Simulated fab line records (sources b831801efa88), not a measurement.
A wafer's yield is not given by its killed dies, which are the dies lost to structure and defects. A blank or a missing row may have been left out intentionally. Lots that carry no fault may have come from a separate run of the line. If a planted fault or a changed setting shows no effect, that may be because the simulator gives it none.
fab line records	flow gf180mcu
record: lots: 24	wafers: 72	last-day: 34
route steps=602 shown STI@5 M1@329 V1@352 M3@411
lots that met no fault: taken from a fault-free run of the same line
start-h: the number of hours between the record's first day and the start of the first shown wafer of the lot	wait-h: hours elapsed since this lot's preceding step	" the same as in the row above	L1.1+2: several wafers, shown together as one row	- value missing, or start not given	* or withheld: withheld	< > ~ a bound
route shown NAME@n: NAME is a module with steps in the file, n the number in the route of the first one	usual: mean/standard deviation taken from wafers without a fault	same: alike in all rows	chamber/n: place in a boat	sites: readings site by site	_std_site: standard deviation of those values	_edge_site: inner sites' mean taken away from outer sites' mean	radius-mm: how far each site lies from the wafer's centre	mask NAME#n: copy n	behind: the tool/chamber that last shaped the wafer	hold: the reason the lot was held/the length of the hold in hours/how it ended	device: the n, p or np transistor that did not switch	end of line: tests run on the same wafers once the route is complete	a step without rows: its recipe alone	killed: not the wafer's yield, but the dies lost to structure and defects at the first sort	map: dies across one wafer; x = killed, . = not, _ = none there
set.NAME: setting as actually run; set.NAME@STEP: the setting as run at that earlier step	model.NAME: the simulator's own value behind a step, which no gauge read
route steps across a sampled set of lots; one table per step, one row per wafer
services: the hour from which a tool's chamber was out of use, counted from the record's first day as start-h (under 0 if before that day), plus the number of hours and why
== steps ==
step: GF_STI_THK_MEAS_04
recipe: reads: Si3N4_of_STI_CVD_03
usual: STI_CVD_03_THK: 206.0/1.7
lot.wafer	tool	chamber	start-h	wait-h	STI_CVD_03_THK[nm]
L074.2	film-metro-03	-	13.57	0.0	204.1
L074.4	"	-	"	"	206.3
L074.6	"	-	"	"	204.6
L075.2	film-metro-03	-	18.57	0.0	206.6
L075.5	"	-	"	"	205.5
L075.6	"	-	"	"	204.8
L076.2	film-metro-02	-	23.57	0.0	205.2
L076.3	"	-	"	"	202.7
L076.5	"	-	"	"	203.9
L077.3	film-metro-03	-	29.90	0.0	206.2
L077.5	"	-	"	"	206.3
L077.6	"	-	"	"	204.9
L078.2	film-metro-01	-	34.20	0.0	207.0
L078.3	"	-	"	"	204.1
L078.5	"	-	"	"	204.9
L079.1	film-metro-03	-	39.55	0.0	205.9
L079.5	"	-	"	"	206.3
L079.6	"	-	"	"	207.7
L080.2	film-metro-03	-	43.57	0.0	205.0
L080.3	"	-	"	"	204.0
L080.6	"	-	"	"	203.9
L081.1	film-metro-03	-	49.71	0.0	206.5
L081.4	"	-	"	"	205.1
L081.6	"	-	"	"	208.4
L082.2	film-metro-01	-	53.57	0.0	205.6
L082.4	"	-	"	"	207.2
L082.5	"	-	"	"	206.7
L083.1	film-metro-02	-	58.56	0.0	205.9
L083.3	"	-	"	"	205.9
L083.6	"	-	"	"	206.7
L084.1	film-metro-03	-	64.22	0.0	204.7
L084.2	"	-	"	"	202.5
L084.3	"	-	"	"	205.0
L085.1	film-metro-03	-	68.84	0.0	206.0
L085.5	"	-	"	"	205.6
L085.6	"	-	"	"	204.2
L086.2	film-metro-02	-	73.57	0.0	204.9
L086.3	"	-	"	"	204.9
L086.5	"	-	"	"	206.6
L087.2	film-metro-02	-	79.57	0.0	204.9
L087.3	"	-	"	"	205.4
L087.6	"	-	"	"	206.6
L088.1	film-metro-01	-	83.56	0.0	207.1
L088.2	"	-	"	"	206.5
L088.3	"	-	"	"	209.0
L089.1	film-metro-01	-	88.56	0.0	205.1
L089.4	"	-	"	"	204.4
L089.6	"	-	"	"	202.9
L090.2	film-metro-03	-	95.61	0.0	209.0
L090.3	"	-	"	"	208.1
L090.6	"	-	"	"	210.0
L091.1	film-metro-01	-	98.56	0.0	207.9
L091.2	"	-	"	"	207.5
L091.4	"	-	"	"	208.7
L092.3	film-metro-03	-	105.59	0.0	203.5
L092.5	"	-	"	"	205.1
L092.6	"	-	"	"	205.5
L093.1	film-metro-01	-	108.56	0.0	209.2
L093.3	"	-	"	"	208.2
L093.6	"	-	"	"	207.3
L094.4	film-metro-02	-	113.59	0.0	205.5
L094.5	"	-	"	"	205.9
L094.6	"	-	"	"	204.8
L095.3	film-metro-01	-	119.78	0.0	205.3
L095.5	"	-	"	"	203.4
L095.6	"	-	"	"	203.9
L096.1	film-metro-01	-	123.56	0.0	205.3
L096.3	"	-	"	"	204.4
L096.6	"	-	"	"	206.0
L097.1	film-metro-02	-	128.56	0.0	209.8
L097.2	"	-	"	"	210.2
L097.4	"	-	"	"	207.7
step: GF_STI_CMP_25
recipe: stop-on: Si3N4	t-overpolish-s: 33	down-force-psi: 4	platen-rpm: 60	target-thk-nm: 524.6	pad-velocity-m-s: 0.94248
usual: motor-current-A: 12.0/1.4	overpolish-run-s: 33.000/0.0087	time-to-endpoint-s: 123/5.7
lot.wafer	tool	chamber	start-h	wait-h	motor-current-A	overpolish-run-s	time-to-endpoint-s
L074.2	cmp-02	2	27.13	0.1	11.4	32.993	122
L074.4	"	3	"	"	12.4	33.011	122
L074.6	"	0	"	"	13.2	32.998	128
L075.2	cmp-02	1	32.42	0.1	13.1	33.011	121
L075.6	"	0	"	"	13.3	32.995	127
L075.5	"	1	"	"	12.7	33.005	119
L076.3	cmp-01	1	37.83	0.0	14.1	33.001	130
L076.2	"	2	"	"	10.7	33.002	118
L076.5	"	1	"	"	13.1	33.000	133
L077.3	cmp-02	3	44.68	0.1	13.2	33.005	117
L077.6	"	1	"	"	13.6	32.989	124
L077.5	"	2	"	"	12.0	32.996	116
L078.2	cmp-01	2	50.54	0.0	10.1	33.008	113
L078.3	"	1	"	"	13.2	32.988	127
L078.5	"	2	"	"	10.4	32.988	120
L079.1	cmp-01	1	54.11	0.1	13.5	33.006	131
L079.6	"	1	"	"	12.9	32.997	137
L079.5	"	2	"	"	10.5	33.007	121
L080.3	cmp-01	2	59.33	0.0	10.3	33.005	123
L080.2	"	3	"	"	10.7	32.995	127
L080.6	"	3	"	"	10.7	32.970	126
L081.4	cmp-01	0	64.77	0.2	12.4	33.004	124
L081.1	"	2	"	"	10.0	32.993	118
L081.6	"	0	"	"	12.0	33.016	125
L082.4	cmp-01	2	68.94	0.1	10.7	32.993	117
L082.2	"	3	"	"	11.3	32.988	128
L082.5	"	1	"	"	13.4	32.994	128
L083.1	cmp-02	2	73.95	0.1	11.2	33.004	114
L083.3	"	1	"	"	14.2	33.000	116
L083.6	"	2	"	"	11.4	33.004	115
L084.2	cmp-01	2	79.83	0.2	10.4	33.006	121
L084.1	"	3	"	"	11.3	33.013	120
L084.3	"	0	"	"	12.3	32.999	123
L085.1	cmp-01	3	84.65	0.2	10.6	32.998	128
L085.6	"	0	"	"	11.8	33.011	124
L085.5	"	1	"	"	14.8	33.006	128
L086.2	cmp-01	3	90.96	0.1	11.2	32.993	121
L086.3	"	0	"	"	12.8	33.007	116
L086.5	"	2	"	"	9.8	33.005	115
L087.3	cmp-01	2	95.33	0.1	10.2	32.997	119
L087.2	"	3	"	"	11.2	32.989	127
L087.6	"	1	"	"	13.8	33.017	131
L088.1	cmp-01	0	99.34	0.1	11.5	33.001	118
L088.2	"	2	"	"	10.1	32.999	119
L088.3	"	3	"	"	10.6	32.995	128
L089.1	cmp-01	0	105.94	0.1	11.3	32.994	129
L089.4	"	1	"	"	13.6	33.001	134
L089.6	"	3	"	"	10.5	32.994	125
L090.3	cmp-01	0	111.22	0.0	11.6	32.991	117
L090.2	"	1	"	"	13.2	33.006	124
L090.6	"	0	"	"	11.9	33.007	116
L091.1	cmp-01	2	115.07	0.1	9.8	33.004	112
L091.2	"	3	"	"	10.6	32.996	119
L091.4	"	0	"	"	11.5	32.996	120
L092.3	cmp-01	1	122.84	0.0	13.7	33.005	126
L092.5	"	1	"	"	13.4	33.007	130
L092.6	"	2	"	"	10.4	32.997	120
L093.3	cmp-01	1	124.93	0.1	13.1	32.999	135
L093.1	"	3	"	"	11.1	33.000	125
L093.6	"	0	"	"	11.9	32.988	126
L094.4	cmp-01	0	131.03	0.2	11.9	32.999	121
L094.6	"	1	"	"	14.1	33.009	129
L094.5	"	2	"	"	9.8	32.992	118
L095.3	cmp-02	0	137.65	0.1	12.7	33.004	122
L095.6	"	2	"	"	12.0	32.998	114
L095.5	"	3	"	"	12.4	32.986	115
L096.3	cmp-02	1	141.19	0.0	13.8	33.006	123
L096.1	"	2	"	"	11.0	32.992	116
L096.6	"	2	"	"	12.5	33.000	114
L097.4	cmp-01	3	146.35	0.7	10.9	33.016	124
L097.2	"	0	"	"	12.0	33.010	116
L097.1	"	1	"	"	14.1	32.997	122
step: GF_M1_CD_MEAS_14
recipe: target-cd-nm: 230
usual: cd-nm: 230.2/1.3
lot.wafer	tool	chamber	start-h	wait-h	cd-nm
L074.2	cd-sem-01	-	385.49	0.1	231.3
L074.4	"	-	"	"	230.8
L074.6	"	-	"	"	232.2
L075.2	cd-sem-02	-	398.19	0.1	230.2
L075.5	"	-	"	"	230.2
L075.6	"	-	"	"	229.6
L076.2	cd-sem-01	-	407.76	0.1	230.1
L076.3	"	-	"	"	230.7
L076.5	"	-	"	"	231.4
L077.3	cd-sem-02	-	420.96	0.1	230.5
L077.5	"	-	"	"	229.5
L077.6	"	-	"	"	228.6
L078.2	cd-sem-02	-	433.01	0.1	230.9
L078.3	"	-	"	"	231.0
L078.5	"	-	"	"	231.7
L079.1	cd-sem-01	-	439.57	0.1	229.3
L079.5	"	-	"	"	229.8
L079.6	"	-	"	"	230.0
L080.2	cd-sem-02	-	454.99	0.1	230.2
L080.3	"	-	"	"	229.6
L080.6	"	-	"	"	229.9
L081.1	cd-sem-02	-	455.92	0.1	231.1
L081.4	"	-	"	"	231.1
L081.6	"	-	"	"	232.1
L082.2	cd-sem-02	-	470.21	0.1	227.0
L082.4	"	-	"	"	228.9
L082.5	"	-	"	"	229.5
L083.1	cd-sem-01	-	475.22	0.1	229.4
L083.3	"	-	"	"	230.9
L083.6	"	-	"	"	229.7
L084.1	cd-sem-02	-	484.46	0.1	228.1
L084.2	"	-	"	"	228.8
L084.3	"	-	"	"	227.7
L085.1	cd-sem-02	-	493.81	0.1	230.4
L085.5	"	-	"	"	229.1
L085.6	"	-	"	"	230.3
L086.2	cd-sem-01	-	505.28	0.1	229.8
L086.3	"	-	"	"	229.4
L086.5	"	-	"	"	229.6
L087.2	cd-sem-02	-	507.88	0.1	229.1
L087.3	"	-	"	"	230.1
L087.6	"	-	"	"	230.0
L088.1	cd-sem-01	-	516.86	0.1	230.8
L088.2	"	-	"	"	230.3
L088.3	"	-	"	"	229.3
L089.1	cd-sem-02	-	525.11	0.1	231.0
L089.4	"	-	"	"	232.4
L089.6	"	-	"	"	231.9
L090.2	cd-sem-02	-	534.39	0.1	231.8
L090.3	"	-	"	"	232.0
L090.6	"	-	"	"	232.7
L091.1	cd-sem-01	-	542.47	0.1	230.7
L091.2	"	-	"	"	230.0
L091.4	"	-	"	"	230.6
L092.3	cd-sem-02	-	550.95	0.1	230.5
L092.5	"	-	"	"	230.2
L092.6	"	-	"	"	230.5
L093.1	cd-sem-01	-	559.16	0.1	231.4
L093.3	"	-	"	"	231.3
L093.6	"	-	"	"	230.9
L094.4	cd-sem-02	-	563.05	0.1	232.5
L094.5	"	-	"	"	231.3
L094.6	"	-	"	"	231.2
L095.3	cd-sem-01	-	573.01	0.1	229.3
L095.5	"	-	"	"	228.4
L095.6	"	-	"	"	227.5
L096.1	cd-sem-02	-	579.94	0.1	231.8
L096.3	"	-	"	"	232.7
L096.6	"	-	"	"	231.8
L097.1	cd-sem-02	-	588.61	0.1	228.4
L097.2	"	-	"	"	228.4
L097.4	"	-	"	"	229.0
step: GF_M1_STRIP_17
recipe: chemistry: O2/N2	power-w: 1400	pressure-mtorr: 1500	platen-temp-c: 250	o2-flow-sccm: 3000	n2-flow-sccm: 300	overash-fraction: 0.5
usual: drypump-motor-current-A: 5.7/0.57	heater-power-w: 336/23	oes-product-au: 0.557/0.005	strip-time-to-endpoint-s: 7.86/0.044
lot.wafer	tool	chamber	start-h	wait-h	drypump-motor-current-A	heater-power-w	oes-product-au	rf-hours-counter-h	strip-time-to-endpoint-s
L074.2	plasma-asher-04	1	385.73	0.1	6.6	363	0.561	75	7.89
L074.4	"	0	"	"	5.1	305	0.548	-	7.84
L074.6	"	1	"	"	6.6	355	0.561	-	7.84
L075.2	plasma-asher-02	0	398.43	0.1	6.2	370	0.569	62	7.93
L075.5	"	0	"	"	6.2	385	0.561	-	7.91
L075.6	"	1	"	"	5.9	343	0.562	-	7.90
L076.2	plasma-asher-01	0	408.01	0.1	5.2	327	0.552	26	7.82
L076.3	"	0	"	"	5.2	325	0.560	-	7.81
L076.5	"	1	"	"	5.3	325	0.558	-	7.82
L077.3	plasma-asher-04	0	421.22	0.1	5.1	308	0.549	-	7.83
L077.5	"	0	"	"	5.1	314	0.567	-	7.89
L077.6	"	1	"	"	6.5	353	0.560	-	7.80
L078.2	plasma-asher-01	1	433.26	0.1	5.3	321	0.561	28	7.81
L078.3	"	0	"	"	5.2	328	0.548	-	7.81
L078.5	"	1	"	"	5.3	324	0.554	-	7.83
L079.1	plasma-asher-04	1	439.83	0.1	6.6	353	0.556	1	7.87
L079.5	"	0	"	"	5.1	307	0.552	-	7.85
L079.6	"	1	"	"	6.6	361	0.556	-	7.78
L080.2	plasma-asher-04	1	455.23	0.1	6.6	360	0.559	3	7.92
L080.3	"	1	"	"	6.6	359	0.563	-	7.93
L080.6	"	1	"	"	6.6	346	0.561	-	7.92
L081.1	plasma-asher-02	0	456.18	0.1	6.2	371	0.551	68	7.83
L081.4	"	0	"	"	6.2	369	0.560	-	7.86
L081.6	"	0	"	"	6.2	368	0.561	-	7.86
L082.2	plasma-asher-01	0	470.46	0.1	5.2	315	0.549	31	7.82
L082.4	"	0	"	"	5.2	324	0.555	-	7.86
L082.5	"	0	"	"	5.2	326	0.571	-	7.91
L083.1	plasma-asher-01	1	475.48	0.1	5.3	319	0.551	31	7.80
L083.3	"	1	"	"	5.3	325	0.556	-	7.85
L083.6	"	1	"	"	5.3	326	0.552	-	7.77
L084.1	plasma-asher-01	0	484.73	0.1	5.2	312	0.560	32	7.86
L084.2	"	1	"	"	5.3	316	0.554	32	7.87
L084.3	"	1	"	"	5.3	322	0.556	-	7.92
L085.1	plasma-asher-04	0	494.20	0.2	5.1	314	0.557	7	7.93
L085.5	"	1	"	"	6.6	355	0.553	-	7.89
L085.6	"	0	"	"	5.1	312	0.560	-	7.87
L086.2	plasma-asher-04	1	505.53	0.1	6.6	365	0.564	8	7.87
L086.3	"	0	"	"	5.1	316	0.556	-	7.89
L086.5	"	1	"	"	6.6	357	0.556	-	7.85
L087.2	plasma-asher-02	1	508.24	0.1	6.0	337	0.565	74	7.90
L087.3	"	0	"	"	6.2	372	0.560	-	7.84
L087.6	"	0	"	"	6.2	383	0.560	-	7.86
L088.1	plasma-asher-02	1	517.24	0.2	6.0	338	0.558	75	7.84
L088.2	"	0	"	"	6.2	373	0.563	75	7.88
L088.3	"	0	"	"	6.2	379	0.561	-	7.89
L089.1	plasma-asher-01	0	525.38	0.1	5.2	319	0.551	36	7.85
L089.4	"	1	"	"	5.3	327	0.561	-	7.94
L089.6	"	0	"	"	5.2	322	0.555	-	7.91
L090.2	plasma-asher-01	1	534.63	0.1	5.3	326	0.555	37	7.77
L090.3	"	1	"	"	5.3	324	0.554	-	7.91
L090.6	"	1	"	"	5.3	316	0.547	-	7.79
L091.1	plasma-asher-02	0	542.73	0.1	6.2	376	0.555	78	7.89
L091.2	"	1	"	"	5.9	336	0.560	78	7.81
L091.4	"	0	"	"	6.2	361	0.565	-	7.89
L092.3	plasma-asher-02	1	551.22	0.1	6.0	332	0.559	-	7.83
L092.5	"	0	"	"	6.2	376	0.559	-	7.90
L092.6	"	1	"	"	6.0	342	0.557	-	7.93
L093.1	plasma-asher-04	1	559.43	0.1	6.6	353	0.558	15	7.85
L093.3	"	1	"	"	6.6	350	0.558	-	7.86
L093.6	"	1	"	"	6.6	360	0.569	-	7.80
L094.4	plasma-asher-02	0	563.29	0.1	6.2	380	0.557	-	7.81
L094.5	"	1	"	"	6.0	322	0.559	-	7.83
L094.6	"	0	"	"	6.2	380	0.560	-	7.86
L095.3	plasma-asher-04	1	573.27	0.1	6.6	361	0.556	-	7.81
L095.5	"	0	"	"	5.1	322	0.550	-	7.76
L095.6	"	1	"	"	6.6	354	0.560	-	7.89
L096.1	plasma-asher-04	1	580.21	0.1	6.6	351	0.556	17	7.79
L096.3	"	1	"	"	6.6	362	0.563	-	7.79
L096.6	"	0	"	"	5.1	307	0.556	-	7.82
L097.1	plasma-asher-01	0	588.88	0.1	5.2	316	0.556	42	7.86
L097.2	"	1	"	"	5.3	316	0.559	42	7.88
L097.4	"	0	"	"	5.2	326	0.561	-	7.84
step: GF_V1_ETCH_17
recipe: chemistry: C4F8/O2/Ar	mask-material: KrF	target: SiO2	stop-on: TiN	source-w: 1500	bias-w: 1200	pressure-mtorr: 40	c4f8-flow-sccm: withheld	O2_flow_sccm: 6	Ar_flow_sccm: 300	time-s: withheld	target-depth-a: 6300
usual: oes-product-au: 0.856/0.0044
lot.wafer	tool	chamber	start-h	wait-h	oes-product-au
L074.2	rie-diel-03	2	-	-	0.855
L074.4	"	0	"	"	0.857
L074.6	"	2	"	"	0.850
L075.2	rie-diel-03	0	-	-	0.851
L075.5	"	3	"	"	0.845
L075.6	"	0	"	"	0.855
L076.2	rie-diel-03	2	-	-	0.858
L076.3	"	3	"	"	0.858
L076.5	"	1	"	"	0.861
L077.3	rie-diel-04	3	-	-	0.857
L077.5	"	0	"	"	0.854
L077.6	"	2	"	"	0.850
L078.2	rie-diel-01	0	-	-	0.856
L078.3	"	2	"	"	0.858
L078.5	"	2	"	"	0.850
L079.1	rie-diel-04	0	-	-	0.859
L079.5	"	1	"	"	0.859
L079.6	"	0	"	"	0.854
L080.2	rie-diel-03	3	-	-	0.851
L080.3	"	2	"	"	0.854
L080.6	"	2	"	"	0.860
L081.1	rie-diel-04	2	-	-	0.845
L081.4	"	1	"	"	0.853
L081.6	"	3	"	"	0.851
L082.2	rie-diel-03	3	-	-	0.859
L082.4	"	0	"	"	0.861
L082.5	"	0	"	"	0.862
L083.1	rie-diel-04	0	-	-	0.853
L083.3	"	3	"	"	0.861
L083.6	"	1	"	"	0.856
L084.1	rie-diel-03	3	-	-	0.856
L084.2	"	1	"	"	0.859
L084.3	"	2	"	"	0.856
L085.1	rie-diel-04	2	-	-	0.849
L085.5	"	1	"	"	0.855
L085.6	"	0	"	"	0.861
L086.2	rie-diel-03	0	-	-	0.850
L086.3	"	3	"	"	0.869
L086.5	"	2	"	"	0.860
L087.2	rie-diel-04	2	-	-	0.861
L087.3	"	3	"	"	0.852
L087.6	"	1	"	"	0.861
L088.1	rie-diel-04	1	-	-	0.858
L088.2	"	3	"	"	0.855
L088.3	"	2	"	"	0.857
L089.1	rie-diel-04	3	-	-	0.856
L089.4	"	0	"	"	0.859
L089.6	"	2	"	"	0.853
L090.2	rie-diel-04	2	-	-	0.857
L090.3	"	0	"	"	0.855
L090.6	"	3	"	"	0.852
L091.1	rie-diel-04	0	-	-	0.861
L091.2	"	1	"	"	0.859
L091.4	"	2	"	"	0.854
L092.3	rie-diel-04	0	-	-	0.856
L092.5	"	3	"	"	0.848
L092.6	"	0	"	"	0.853
L093.1	rie-diel-04	3	-	-	0.859
L093.3	"	1	"	"	0.852
L093.6	"	3	"	"	0.854
L094.4	rie-diel-01	0	-	-	0.856
L094.5	"	3	"	"	0.858
L094.6	"	0	"	"	0.854
L095.3	rie-diel-01	0	-	-	0.857
L095.5	"	3	"	"	0.852
L095.6	"	0	"	"	0.861
L096.1	rie-diel-03	3	-	-	0.854
L096.3	"	1	"	"	0.852
L096.6	"	0	"	"	0.861
L097.1	rie-diel-03	2	-	-	0.845
L097.2	"	1	"	"	0.856
L097.4	"	3	"	"	0.853
step: GF_M3_SPUTTER_02
recipe: material: AlCu	target-thk-nm: 450	power-w: 10600	time-s: 23.9	chamber-pressure-pa: 0.4
usual: chamber-pressure-pa: 0.4001/0.0008	throttle-valve-pct: 30.4/1.1
lot.wafer	tool	chamber	start-h	wait-h	chamber-pressure-pa	throttle-valve-pct
L074.2	pvd-sputter-01	-	464.64	0.0	0.4008	30.3
L074.4	"	-	"	"	0.4016	30.6
L074.6	"	-	"	"	0.3991	30.6
L075.2	pvd-sputter-03	-	478.64	0.0	0.3996	30.3
L075.5	"	-	"	"	0.3993	29.4
L075.6	"	-	"	"	0.3995	28.8
L076.2	pvd-sputter-01	-	488.61	0.0	0.3982	30.4
L076.3	"	-	"	"	0.3994	29.9
L076.5	"	-	"	"	0.4009	30.2
L077.3	pvd-sputter-03	-	501.13	0.0	0.4000	30.3
L077.5	"	-	"	"	0.3998	30.3
L077.6	"	-	"	"	0.4000	30.9
L078.2	pvd-sputter-01	-	512.34	0.0	0.4006	30.5
L078.3	"	-	"	"	0.4000	30.3
L078.5	"	-	"	"	0.3998	30.1
L079.1	pvd-sputter-02	-	518.69	0.0	0.4005	28.9
L079.5	"	-	"	"	0.4004	31.3
L079.6	"	-	"	"	0.4003	33.0
L080.2	pvd-sputter-03	-	532.69	0.0	0.3995	30.8
L080.3	"	-	"	"	0.3993	29.0
L080.6	"	-	"	"	0.3992	30.8
L081.1	pvd-sputter-02	-	533.04	0.0	0.4006	33.3
L081.4	"	-	"	"	0.4007	31.0
L081.6	"	-	"	"	0.3998	30.9
L082.2	pvd-sputter-03	-	547.86	0.0	0.4013	28.7
L082.4	"	-	"	"	0.4001	29.4
L082.5	"	-	"	"	0.4014	28.6
L083.1	pvd-sputter-02	-	551.37	0.0	0.4003	30.5
L083.3	"	-	"	"	0.4001	30.8
L083.6	"	-	"	"	0.4000	29.0
L084.1	pvd-sputter-01	-	560.18	0.0	0.3996	30.6
L084.2	"	-	"	"	0.3996	30.3
L084.3	"	-	"	"	0.3988	30.9
L085.1	pvd-sputter-02	-	568.78	0.0	0.4002	31.0
L085.5	"	-	"	"	0.3996	33.2
L085.6	"	-	"	"	0.4002	31.0
L086.2	pvd-sputter-02	-	579.54	0.0	0.3992	31.2
L086.3	"	-	"	"	0.4002	28.9
L086.5	"	-	"	"	0.4001	30.3
L087.2	pvd-sputter-02	-	581.96	0.0	0.4011	30.9
L087.3	"	-	"	"	0.4007	30.4
L087.6	"	-	"	"	0.4011	30.2
L088.1	pvd-sputter-03	-	590.76	0.0	0.4003	30.7
L088.2	"	-	"	"	0.3999	28.9
L088.3	"	-	"	"	0.4004	29.2
L089.1	pvd-sputter-02	-	597.70	0.0	0.3997	30.2
L089.4	"	-	"	"	0.3994	31.3
L089.6	"	-	"	"	0.4001	33.2
L090.2	pvd-sputter-02	-	606.89	0.0	0.4002	33.1
L090.3	"	-	"	"	0.4006	29.3
L090.6	"	-	"	"	0.3988	33.3
L091.1	pvd-sputter-01	-	614.52	0.0	0.3988	30.4
L091.2	"	-	"	"	0.4012	30.1
L091.4	"	-	"	"	0.4002	30.4
L092.3	pvd-sputter-01	-	622.70	0.0	0.3995	30.3
L092.5	"	-	"	"	0.4002	30.3
L092.6	"	-	"	"	0.3990	30.4
L093.1	pvd-sputter-03	-	628.96	0.0	0.3984	30.4
L093.3	"	-	"	"	0.4014	29.0
L093.6	"	-	"	"	0.3990	30.2
L094.4	pvd-sputter-01	-	631.88	0.0	0.3982	30.5
L094.5	"	-	"	"	0.3987	30.8
L094.6	"	-	"	"	0.4013	30.8
L095.3	pvd-sputter-03	-	641.64	0.0	0.4002	30.0
L095.5	"	-	"	"	0.4012	28.9
L095.6	"	-	"	"	0.4005	29.4
L096.1	pvd-sputter-01	-	648.60	0.0	0.4016	30.2
L096.3	"	-	"	"	0.4005	31.1
L096.6	"	-	"	"	0.4008	30.0
L097.1	pvd-sputter-03	-	657.74	0.0	0.4000	30.8
L097.2	"	-	"	"	0.3998	28.6
L097.4	"	-	"	"	0.3993	30.1
== services ==
tool	chamber	start-h	hours	kind
rie-diel-04	3	13.71	4.3	repair
cmp-01	-	14.75	0.5	repair
cmp-01	-	48.97	1.2	repair
cmp-01	-	81.04	3.3	pm
cmp-01	-	112.40	0.9	repair
cmp-01	-	167.07	1.0	repair
rie-diel-04	0	173.67	2.3	repair
cmp-01	-	196.13	5.1	repair
cmp-01	-	203.59	3.9	repair
rie-diel-04	2	209.94	18.7	repair
rie-diel-04	3	212.94	1.8	repair
rie-diel-04	0	218.85	12.9	repair
cmp-01	-	232.27	4.0	pm
cmp-01	-	298.30	4.2	pm
cmp-01	-	353.88	2.1	repair
cmp-01	-	374.47	1.4	repair
cmp-01	-	490.02	2.7	repair
cmp-01	-	572.27	4.0	pm
cmp-01	-	580.27	1.1	repair
cmp-01	-	590.63	12.9	pm
cmp-01	-	607.34	0.7	repair
cmp-01	-	622.06	5.3	repair
cmp-01	-	650.45	1.9	repair
cmp-01	-	656.19	1.1	repair
== key ==
fault none
